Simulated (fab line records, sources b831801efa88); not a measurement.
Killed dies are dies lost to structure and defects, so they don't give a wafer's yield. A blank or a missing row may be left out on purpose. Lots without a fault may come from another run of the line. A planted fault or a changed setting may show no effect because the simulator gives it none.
fab line records | flow sfq_line
record lots=5 wafers=15 last_day=81
route steps=325 shown L0@9 L0V@16
lots that met no fault: from a run of the same line without faults
start_h: hours from the record's first day to the start of the lot's first wafer shown | wait_h: hours since the lot's step before | " the same as in the row above | L1.1+2: a row that stands for several wafers | - no value, or no start given | * or withheld: withheld | < > ~ a bound
route shown NAME@n: a module of which the file shows steps, and the number in the route of the first | usual: mean/standard deviation of fault-free wafers | same: alike in all rows | chamber/n: place in a boat | sites: the reading at each site | _std_site: their standard deviation | _edge_site: outer sites' mean less inner sites' | radius_mm: how far each site lies from the wafer's centre | mask NAME#n: copy n | behind: the tool/chamber that last shaped the wafer | hold: why the lot was held/for how many hours/how that ended | device: the transistor (n, p or np) that didn't switch | end of line: the same wafers' tests at the end of the route | a step without rows: its recipe alone | killed: dies lost to structure and defects at the first sort, not the wafer's yield | map: a wafer's dies, x killed, . not, _ none there
set.NAME: the setting as run; set.NAME@STEP: as run at that earlier step | model.NAME: the simulator's own value behind a step, which no gauge read
lots at some steps of the route; a table a step, a row a wafer
services: from which hour (start_h, from the record's first day; less than 0 if before it) a tool's chamber was out of use, for how many hours, and why
## steps
# step SFQ_TRILAYER_L0_LITHO_EXPOSE_006
# recipe mask_id=L0 na=0.6 source_shape=conventional sigma_outer=0.65 target_cd_nm=2000 dose_mj=14.4
# columns lot.wafer tool chamber start_h wait_h mask
L074.1+2+3 krf_scanner-02 0 78.87 - L0#0
L075.1+2+6 krf_scanner-02 0 83.67 - L0#0
L085.3+5+6 krf_scanner-02 0 148.31 - L0#0
L094.1+4+6 krf_scanner-02 0 209.11 - L0#0
L095.1+2+6 krf_scanner-01 0 215.50 - L0#0
# step SFQ_TRILAYER_L0_LITHO_PEB_008
# recipe peb_temp_c=115 peb_time_s=60 resist=KrF
# usual plate_temp_C=115.01/0.12
# columns lot.wafer tool chamber start_h wait_h plate_temp_C
L074.1 litho_track-04 0 80.07 1.0 115.01
L074.2 " 0 " " 115.18
L074.3 " 0 " " 115.16
L075.1 litho_track-01 0 84.87 1.0 114.82
L075.2 " 0 " " 114.90
L075.6 " 0 " " 114.71
L085.3 litho_track-03 0 149.16 0.7 114.98
L085.5 " 0 " " 114.86
L085.6 " 0 " " 115.03
L094.1 litho_track-03 0 210.31 1.0 115.05
L094.4 " 0 " " 115.05
L094.6 " 0 " " 114.99
L095.1 litho_track-01 0 216.70 1.0 115.00
L095.2 " 0 " " 115.13
L095.6 " 0 " " 115.12
# step SFQ_TRILAYER_L0_LITHO_DEVELOP_007
# recipe time_s=60 resist=KrF
# columns lot.wafer tool chamber start_h wait_h
L074.1+2+3 litho_track-04 0 80.22 0.1
L075.1+2+6 litho_track-01 0 85.02 0.1
L085.3+5+6 litho_track-03 0 149.31 0.1
L094.1+4+6 litho_track-03 0 210.46 0.1
L095.1+2+6 litho_track-01 0 216.85 0.1
# step SFQ_TRILAYER_L0_BARC_OPEN_METAL_ETCH_010
# recipe mask_material=PR chemistry=O2 target_depth_nm=125 target=BARC icp_w=600 bias_w=80 pressure_mtorr=10 time_s=41.7
# usual drypump_motor_current_A=6.02/0.29 oes_product_au=0.685/0.0049
# columns lot.wafer tool chamber start_h wait_h drypump_motor_current_A oes_product_au rf_hours_counter_h
L074.1 rie_metal-01 1 80.37 0.1 5.82 0.678 185
L074.2 " 1 " " 5.85 0.669 -
L074.3 " 1 " " 5.82 0.684 -
L075.1 rie_metal-02 1 85.17 0.1 6.23 0.685 157
L075.2 " 0 " " 6.42 0.689 41
L075.6 " 1 " " 6.24 0.682 -
L085.3 rie_metal-01 1 149.43 0.1 5.83 0.685 -
L085.5 " 1 " " 5.81 0.687 -
L085.6 " 0 " " 5.68 0.687 -
L094.1 rie_metal-03 1 210.61 0.1 6.33 0.685 185
L094.4 " 1 " " 6.33 0.690 -
L094.6 " 1 " " 6.32 0.684 -
L095.1 rie_metal-03 0 217.00 0.1 5.74 0.683 0
L095.2 " 1 " " 6.31 0.682 187
L095.6 " 1 " " 6.31 0.682 -
# step SFQ_TRILAYER_L0_ETCH_METAL_ETCH_008
# recipe target=MoNx_KI stop_on=SiO2 mask_material=PR chemistry=SF6/O2 target_depth_nm=50 icp_w=600 bias_w=80 pressure_mtorr=10 time_s=25
# usual drypump_motor_current_A=6.02/0.28 oes_product_au=0.873/0.008
# columns lot.wafer tool chamber start_h wait_h drypump_motor_current_A oes_product_au rf_hours_counter_h
L074.1 rie_metal-01 1 80.49 0.1 5.81 0.880 185
L074.2 " 1 " " 5.80 0.887 -
L074.3 " 1 " " 5.80 0.872 -
L075.1 rie_metal-02 1 85.23 0.0 6.23 0.864 157
L075.2 " 0 " " 6.39 0.867 41
L075.6 " 1 " " 6.22 0.872 -
L085.3 rie_metal-01 1 149.49 0.0 5.82 0.882 -
L085.5 " 1 " " 5.78 0.875 -
L085.6 " 0 " " 5.70 0.877 -
L094.1 rie_metal-03 1 210.73 0.1 6.33 0.867 185
L094.4 " 1 " " 6.33 0.875 -
L094.6 " 1 " " 6.34 0.862 -
L095.1 rie_metal-03 0 217.06 0.0 5.77 0.858 0
L095.2 " 1 " " 6.30 0.874 187
L095.6 " 1 " " 6.31 0.863 -
# step SFQ_TRILAYER_L0_STRIP_STRIP_009
# recipe gas=O2 power_w=200 platen_temp_c=40 overash_fraction=0.65 chemistry=O2 pressure_mtorr=50
# usual drypump_motor_current_A=6.01/0.28 oes_product_au=0.998/0.012
# columns lot.wafer tool chamber start_h wait_h drypump_motor_current_A oes_product_au rf_hours_counter_h
L074.1 rie_metal-01 1 80.58 0.1 5.82 0.973 185
L074.2 " 1 " " 5.84 0.968 -
L074.3 " 1 " " 5.82 0.964 -
L075.1 rie_metal-02 1 85.28 0.0 6.21 1.011 157
L075.2 " 0 " " 6.35 1.003 41
L075.6 " 1 " " 6.20 1.010 -
L085.3 rie_metal-01 1 149.72 0.2 5.80 0.991 -
L085.5 " 1 " " 5.77 1.010 -
L085.6 " 0 " " 5.71 0.989 -
L094.1 rie_metal-03 1 210.82 0.1 6.32 1.004 185
L094.4 " 1 " " 6.30 1.000 -
L094.6 " 1 " " 6.31 0.999 -
L095.1 rie_metal-03 0 217.10 0.0 5.76 1.004 0
L095.2 " 1 " " 6.30 1.009 187
L095.6 " 1 " " 6.31 1.014 -
# step SFQ_TRILAYER_L0_STRIP_SOLV_CLEAN_010
# recipe chemistry=NMP temp_c=70 time_s=600
# usual temp_c=70.00/0.12
# columns lot.wafer tool chamber start_h wait_h temp_c
L074.1 wet_bench-01 3 81.78 1.0 70.11
L074.2 " 0 " " 70.08
L074.3 " 1 " " 69.90
L075.1 wet_bench-04 0 85.88 0.4 69.99
L075.2 " 6 " " 69.95
L075.6 " 2 " " 69.98
L085.3 wet_bench-02 7 150.12 0.2 69.98
L085.5 " 3 " " 69.89
L085.6 " 0 " " 70.07
L094.1 wet_bench-02 5 212.02 1.0 70.05
L094.4 " 2 " " 69.95
L094.6 " 4 " " 70.34
L095.1 wet_bench-02 6 217.70 0.4 70.22
L095.2 " 7 " " 69.84
L095.6 " 5 " " 69.93
# step SFQ_TRILAYER_L0_CAP_PECVD_011
# recipe material=SiO2 temp_c=150 time_s=13.333 pressure_torr=2.4 rf_w=183.3 precursor=SiH4/N2O target_thk_nm=60
# usual chamber_pressure_Torr=2.400/0.0049 heater_power_w=81/15 throttle_valve_pct=25.1/1.4
# columns lot.wafer tool chamber start_h wait_h chamber_pressure_Torr heater_power_w throttle_valve_pct
L074.1 pecvd-01 1 81.96 0.0 2.397 87 26.3
L074.2 " 0 " " 2.392 76 27.5
L074.3 " 2 " " 2.404 87 26.0
L075.1 pecvd-02 0 86.05 0.0 2.396 63 24.4
L075.2 " 1 " " 2.400 104 25.2
L075.6 " 0 " " 2.389 64 24.6
L085.3 pecvd-02 0 150.29 0.0 2.395 60 24.2
L085.5 " 1 " " 2.401 102 25.0
L085.6 " 2 " " 2.403 46 25.6
L094.1 pecvd-04 1 212.20 0.0 2.398 97 23.6
L094.4 " 2 " " 2.404 72 23.9
L094.6 " 2 " " 2.405 70 24.0
L095.1 pecvd-04 2 217.88 0.0 2.403 71 23.9
L095.2 " 1 " " 2.400 91 23.5
L095.6 " 1 " " 2.394 90 23.6
# step SFQ_TRILAYER_L0_VIA_LITHO_COAT_018
# recipe resist=BARC spin_rpm=3000 resist_thk_nm=62
# columns lot.wafer tool chamber start_h wait_h
L074.1+2+3 litho_track-04 0 81.98 0.0
L075.1+2+6 litho_track-01 0 86.08 0.0
L085.3+5+6 litho_track-01 0 150.42 0.1
L094.1+4+6 litho_track-02 0 212.23 0.0
L095.1+2+6 litho_track-01 0 217.96 0.1
# step SFQ_TRILAYER_L0_VIA_LITHO_COAT_013
# recipe resist=KrF spin_rpm=3000 resist_thk_nm=650
# columns lot.wafer tool chamber start_h wait_h
L074.1+2+3 litho_track-04 0 82.28 0.2
L075.1+2+6 litho_track-01 0 86.38 0.2
L085.3+5+6 litho_track-01 0 150.72 0.2
L094.1+4+6 litho_track-02 0 212.53 0.2
L095.1+2+6 litho_track-01 0 218.26 0.2
# step SFQ_TRILAYER_L0_VIA_LITHO_SOFTBAKE_017
# recipe temp_c=withheld time_s=withheld resist=KrF
# columns lot.wafer tool chamber start_h wait_h
L074.1+2+3 litho_track-04 0 82.58 0.2
L075.1+2+6 litho_track-01 0 86.68 0.2
L085.3+5+6 litho_track-01 0 150.97 0.2
L094.1+4+6 litho_track-02 0 212.83 0.2
L095.1+2+6 litho_track-01 0 218.56 0.2
# step SFQ_TRILAYER_L0_VIA_LITHO_EXPOSE_014
# recipe mask_id=L0V na=0.6 source_shape=conventional sigma_outer=0.65 target_cd_nm=700 dose_mj=21.3
# columns lot.wafer tool chamber start_h wait_h mask
L074.1+2+3 krf_scanner-02 0 164.71 - L0V#0
L075.1+2+6 krf_scanner-02 0 170.71 - L0V#0
L085.3+5+6 krf_scanner-02 0 250.82 - L0V#0
L094.1+4+6 krf_scanner-01 0 316.23 - L0V#0
L095.1+2+6 krf_scanner-01 0 323.43 - L0V#0
# step SFQ_TRILAYER_L0_VIA_LITHO_PEB_016
# recipe peb_temp_c=115 peb_time_s=60 resist=KrF
# usual plate_temp_C=115.00/0.13
# columns lot.wafer tool chamber start_h wait_h plate_temp_C
L074.1 litho_track-04 0 165.91 1.0 115.04
L074.2 " 0 " " 114.89
L074.3 " 0 " " 114.98
L075.1 litho_track-04 0 171.91 1.0 115.14
L075.2 " 0 " " 114.98
L075.6 " 0 " " 115.08
L085.3 litho_track-01 0 251.67 0.7 115.20
L085.5 " 0 " " 115.11
L085.6 " 0 " " 115.04
L094.1 litho_track-04 0 317.43 1.0 115.10
L094.4 " 0 " " 114.98
L094.6 " 0 " " 115.09
L095.1 litho_track-01 0 324.63 1.0 115.04
L095.2 " 0 " " 114.87
L095.6 " 0 " " 114.96
# step SFQ_TRILAYER_L0_VIA_LITHO_DEVELOP_015
# recipe time_s=60 resist=KrF
# columns lot.wafer tool chamber start_h wait_h
L074.1+2+3 litho_track-04 0 166.06 0.1
L075.1+2+6 litho_track-04 0 172.06 0.1
L085.3+5+6 litho_track-01 0 251.82 0.1
L094.1+4+6 litho_track-04 0 317.58 0.1
L095.1+2+6 litho_track-01 0 324.78 0.1
# step SFQ_L0V_OVL_MEAS_903
# usual L0V_OVL=2/5.2
# columns lot.wafer tool chamber start_h wait_h L0V_OVL[nm]
L074.1 overlay-01 - 166.21 0.1 -2
L074.2 " - " " -4
L074.3 " - " " 3
L075.1 overlay-01 - 172.21 0.1 -1
L075.2 " - " " 3
L075.6 " - " " 2
L085.3 overlay-02 - 251.94 0.1 -3
L085.5 " - " " 0
L085.6 " - " " -2
L094.1 overlay-01 - 317.73 0.1 11
L094.4 " - " " 7
L094.6 " - " " 6
L095.1 overlay-01 - 324.93 0.1 6
L095.2 " - " " 3
L095.6 " - " " 2
# step SFQ_TRILAYER_L0_VIA_BARC_OPEN_VIA_ETCH_021
# recipe mask_material=PR chemistry=O2 target_depth_nm=125 target=BARC source_w=500 bias_w=80 pressure_mtorr=30 time_s=41.7
# usual drypump_motor_current_A=5.7/0.52 oes_product_au=0.685/0.0045
# columns lot.wafer tool chamber start_h wait_h drypump_motor_current_A oes_product_au rf_hours_counter_h
L074.1 rie_diel-03 0 166.25 0.0 5.3 0.682 3
L074.2 " 2 " " 5.7 0.692 64
L074.3 " 3 " " 6.2 0.685 143
L075.1 rie_diel-01 3 172.25 0.0 4.8 0.688 8
L075.2 " 1 " " 5.9 0.684 78
L075.6 " 1 " " 5.9 0.682 -
L085.3 rie_diel-03 1 251.98 0.0 6.4 0.686 -
L085.5 " 2 " " 5.7 0.695 -
L085.6 " 1 " " 6.4 0.684 -
L094.1 rie_diel-02 0 317.77 0.0 5.9 0.687 55
L094.4 " 2 " " 5.5 0.677 98
L094.6 " 3 " " 5.4 0.694 -
L095.1 rie_diel-01 2 324.97 0.0 5.6 0.688 48
L095.2 " 1 " " 5.9 0.682 81
L095.6 " 2 " " 5.6 0.688 -
# step SFQ_TRILAYER_L0_VIA_ETCH_VIA_ETCH_016
# recipe target=SiO2 stop_on=MoNx_KI mask_material=PR chemistry=CHF3 target_depth_nm=80 source_w=500 bias_w=80 pressure_mtorr=30 time_s=withheld
# usual drypump_motor_current_A=5.7/0.52 oes_product_au=0.843/0.0076
# columns lot.wafer tool chamber start_h wait_h drypump_motor_current_A oes_product_au
L074.1 rie_diel-03 0 166.29 0.0 5.3 0.839
L074.2 " 2 " " 5.7 0.844
L074.3 " 3 " " 6.2 0.838
L075.1 rie_diel-01 3 172.29 0.0 4.8 0.840
L075.2 " 1 " " 5.9 0.845
L075.6 " 1 " " 5.9 0.844
L085.3 rie_diel-03 1 252.04 0.0 6.4 0.853
L085.5 " 2 " " 5.7 0.848
L085.6 " 1 " " 6.4 0.858
L094.1 rie_diel-02 0 317.81 0.0 5.9 0.830
L094.4 " 2 " " 5.5 0.841
L094.6 " 3 " " 5.4 0.842
L095.1 rie_diel-01 2 325.01 0.0 5.5 0.846
L095.2 " 1 " " 5.9 0.835
L095.6 " 2 " " 5.5 0.838
# step SFQ_TRILAYER_L0_VIA_STRIP_STRIP_017
# recipe gas=O2 power_w=200 platen_temp_c=40 overash_fraction=0.65 chemistry=O2 pressure_mtorr=50
# usual drypump_motor_current_A=6.0/0.38 oes_product_au=1.002/0.0088
# columns lot.wafer tool chamber start_h wait_h drypump_motor_current_A oes_product_au rf_hours_counter_h
L074.1 rie_metal-02 0 166.33 - 6.3 0.987 53
L074.2 " 1 " " 6.2 1.004 169
L074.3 " 1 " " 6.2 0.999 -
L075.1 rie_metal-01 0 172.33 - 5.7 0.995 12
L075.2 " 1 " " 5.8 0.992 197
L075.6 " 1 " " 5.8 1.002 -
L085.3 rie_metal-04 1 252.29 - 5.8 1.014 -
L085.5 " 0 " " 5.3 1.004 -
L085.6 " 1 " " 5.8 1.000 -
L094.1 rie_metal-04 0 317.86 - 5.3 1.005 133
L094.4 " 0 " " 5.3 1.011 -
L094.6 " 1 " " 5.8 1.019 -
L095.1 rie_metal-02 0 325.06 - 6.4 0.995 86
L095.2 " 1 " " 6.2 0.994 4
L095.6 " 0 " " 6.4 1.001 -
## services
# columns tool chamber start_h hours kind
krf_scanner-01 - 57.73 4.4 pm
krf_scanner-01 - 64.80 0.7 repair
krf_scanner-02 - 67.32 0.8 pm
krf_scanner-01 - 70.51 1.0 pm
rie_diel-01 1 74.64 14.1 repair
krf_scanner-01 - 88.32 1.3 pm
rie_metal-02 - 91.96 2.8 pm
krf_scanner-02 - 96.87 4.0 pm
krf_scanner-02 - 129.84 0.8 pm
krf_scanner-02 - 132.21 1.3 pm
krf_scanner-01 - 134.20 0.8 pm
rie_diel-01 2 178.10 8.7 repair
rie_diel-03 - 182.07 0.5 repair
krf_scanner-01 - 194.55 1.7 repair
wet_bench-02 - 198.78 7.1 repair
krf_scanner-02 - 212.71 1.0 pm
rie_metal-03 0 218.62 7.1 repair
rie_metal-03 - 221.62 0.5 repair
rie_diel-01 3 222.57 7.1 repair
rie_diel-01 0 234.79 7.3 repair
krf_scanner-02 - 235.85 0.8 pm
rie_diel-03 0 247.52 5.5 repair
rie_diel-03 - 288.19 0.4 repair
krf_scanner-02 - 309.22 1.3 pm
## key
fault none
